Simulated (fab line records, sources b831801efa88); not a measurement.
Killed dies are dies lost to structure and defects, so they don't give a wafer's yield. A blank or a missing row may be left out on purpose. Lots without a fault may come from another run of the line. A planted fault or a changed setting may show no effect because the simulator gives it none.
Chamber matching | flow sky130 | SKY_VIA4_CMP_21 on cmp-01: 4 sister chambers
The step polishes, stops on SiO2, t overpolish 25 s, target thk 0 nm. 8 wafers are shown with their chamber, then 8 later ones without.

WAFERS WITH THEIR CHAMBER
wafer  | chamber | motor_current_A (A) | time_to_endpoint_s (s)
L828.1 | 3       | 10.6                | 119
L829.5 | 1       | 8.7                 | 121
L841.3 | 0       | 12.0                | 115
L841.5 | 2       | 8.9                 | 121
L844.2 | 0       | 11.2                | 117
L844.3 | 1       | 8.6                 | 124
L844.4 | 3       | 10.4                | 123
L847.2 | 2       | 9.5                 | 123

WAFERS WITHOUT THEIR CHAMBER
wafer  | motor_current_A (A) | time_to_endpoint_s (s)
L847.4 | 11.1                | 122
L847.5 | 9.6                 | 121
L846.1 | 9.1                 | 127
L846.4 | 11.1                | 118
L846.5 | 11.2                | 116
L849.3 | 11.6                | 120
L849.4 | 10.7                | 123
L849.6 | 10.7                | 120

WHICH CHAMBER EACH WENT THROUGH
wafer  | from the rows above          | in truth
L847.4 | can't be placed: 3 or 0      | 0
L847.5 | can't be placed: 2 or 3 or 1 | 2
L846.1 | can't be placed: 2 or 1      | 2
L846.4 | can't be placed: 0 or 3      | 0
L846.5 | 0                            | 0
L849.3 | can't be placed: 0 or 3      | 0
L849.4 | 3                            | 3
L849.6 | 3                            | 3
Placed correctly: 3 of 8. Can't be placed from these rows: 5 (the true chamber is among the candidates in 5). Placed wrongly: 0.
How it was worked out, from the rows above alone: a wafer's distance from a chamber is the root of the sum, over the readings, of the square of ((its reading less the chamber's mean) divided by the reading's scatter). The wafer belongs to the nearest chamber; if the next one is less than 2 further off, it can't be placed. A chamber's mean is the mean of its shown wafers. The scatter: the root of (the sum of the squares of (reading less its chamber's mean) over the shown wafers, divided by (wafers less chambers)).
